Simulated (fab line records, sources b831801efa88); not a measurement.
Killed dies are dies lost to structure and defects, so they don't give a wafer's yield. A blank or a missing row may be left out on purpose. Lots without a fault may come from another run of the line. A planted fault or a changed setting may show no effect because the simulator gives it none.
Problem report in the 8D (eight disciplines) form, filled by code | flow sky130 | the parts of the form that need people (team, actions taken, sign-off) are left out

1. THE PROBLEM
dose_ions_cm2 at SKY_LDD_N_IMPLANT_10 reads a mean of 7.937e+13 on 6 wafers of 2 lots; wafers without a fault read 7.499e+13 with a standard deviation of 7.4e+10. That is +59 standard deviations from the usual mean.
First seen on wafer L123.1, day 20 09:03, on implanter-03. The record holds 42 wafers of 14 lots with a number at this step. Rule for "out", or "out of limits": more than 4 standard deviations from the usual mean. The other wafers with a number count as sound.

2. WHAT IT IS AND WHAT IT IS NOT
question                    | is                     | is not
which readings at this step | dose_ions_cm2          | -
which lots                  | L123, L126             | L116, L117, L118, L119, L121, L127, L131, L133, L135, L136, L137, L139
which wafers of those lots  | all that have a number | -
read on which tools         | implanter-03           | implanter-01, implanter-02
when                        | from day 20 09:03      | up to then (15 sound wafers); but 21 sound wafers of L127, L131, L133, L135, L136, L137, L139 came after

3. SUSPECTS, AND WHAT RULES EACH OUT
Counting: a tool at a process step up to the reading stays a suspect if it ran every lot that is out and no sound lot after the first of them.
- implanter-03 at SKY_LDD_N_IMPLANT_10: ruled out as a lasting fault. Sound lots L133, L135, L137 ran on it after its first lot that is out, L123 (day 20 09:03).
Left after counting: nothing in the record.

4. THE CAUSE (what the simulator had put in)
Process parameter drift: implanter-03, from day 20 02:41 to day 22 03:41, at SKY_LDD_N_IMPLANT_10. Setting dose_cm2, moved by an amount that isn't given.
Counting ruled it out, wrongly.

5. THE CHAIN OF EFFECTS, in route order
Each row: a reading whose mean over the struck wafers that have a number lies more than 3 standard deviations from the usual. Only readings for which the record gives a usual standard deviation are gone through. hours: the time from each lot's start at the first step in this table that gives one to its start at this step, as a median over the lots. sigmas: the change in usual standard deviations.
hours | step                 | reading       | usual     | on struck wafers | change     | sigmas
0     | SKY_LDD_N_IMPLANT_10 | dose_ions_cm2 | 7.499e+13 | 7.937e+13        | +4.378e+12 | +59
The process steps in it:
- SKY_LDD_N_IMPLANT_10

6. WHAT WOULD HAVE CAUGHT IT SOONER
In this record the first reading out of limits was taken at day 20 09:03, 6 hours after the fault began at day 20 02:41.
